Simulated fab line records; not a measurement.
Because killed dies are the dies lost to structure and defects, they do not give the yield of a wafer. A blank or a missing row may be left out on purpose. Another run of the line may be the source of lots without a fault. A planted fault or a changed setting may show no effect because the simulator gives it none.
Which tool is to blame? + flow sky130 + 7 lots, 21 wafers sampled, at 2 steps of a route of 708

WHAT THE GAUGES READ, wafer by wafer
SKY_SONOS_TUNNEL_TW_MEAS_12.
| lot  | measured     | on            | SONOS_TUNNEL_TW   |
|------|--------------|---------------|-------------------|
| L617 | day 12 19:08 | film-metro-02 | 196.6 197.1 196.9 |
| L622 | day 14 16:14 | film-metro-02 | 196.7 196.6 196.5 |
| L626 | day 15 19:25 | film-metro-02 | 196.4 196.1 198.0 |
| L630 | day 17 04:02 | film-metro-04 | 197.9 197.1 198.8 |
| L633 | day 18 06:52 | film-metro-02 | 197.3 197.4 198.3 |
| L635 | day 18 15:11 | film-metro-01 | 196.8 196.4 197.0 |
| L637 | day 19 00:57 | film-metro-04 | 197.9 198.5 197.9 |

WHICH TOOL RAN EACH LOT (tool, then ch and the chambers of the sampled wafers, then the start)
| lot  | SKY_VT_ADJUST_LVTN_STRIP_20          |
|------|--------------------------------------|
| L617 | plasma-asher-02 ch 0,1, day 9 00:41  |
| L622 | plasma-asher-03 ch 0,1, day 10 12:38 |
| L626 | plasma-asher-02 ch 0,1, day 11 12:23 |
| L630 | plasma-asher-02 ch 0,1, day 12 16:18 |
| L633 | plasma-asher-03 ch 0,1, day 13 16:23 |
| L635 | plasma-asher-02 ch 0,1, day 13 23:34 |
| L637 | plasma-asher-02 ch 0,1, day 14 09:23 |
- SKY_VT_ADJUST_LVTN_STRIP_20: strips in O2/N2.

THE ANSWER, worked out from the rows above alone
Rule: the lots themselves supply what counts as usual. The widest of any qualifying gaps counts: lots, ordered by their means at a reading, are off when they make up no more than a third of the lots, leave a main group of 4 or more, and stand apart from it by 3 or more times the standard deviation of that group's means. If all means in a main group match to the digits the tables above print for the reading, that group is not used. A lot without any number at a reading at which 4 lots or more have one is off too. Any other lot the step has rows for is counted as sound.
No lot is off on any of the readings shown, so nothing can be concluded from this.

WHAT THE SIMULATOR HAD INSERTED
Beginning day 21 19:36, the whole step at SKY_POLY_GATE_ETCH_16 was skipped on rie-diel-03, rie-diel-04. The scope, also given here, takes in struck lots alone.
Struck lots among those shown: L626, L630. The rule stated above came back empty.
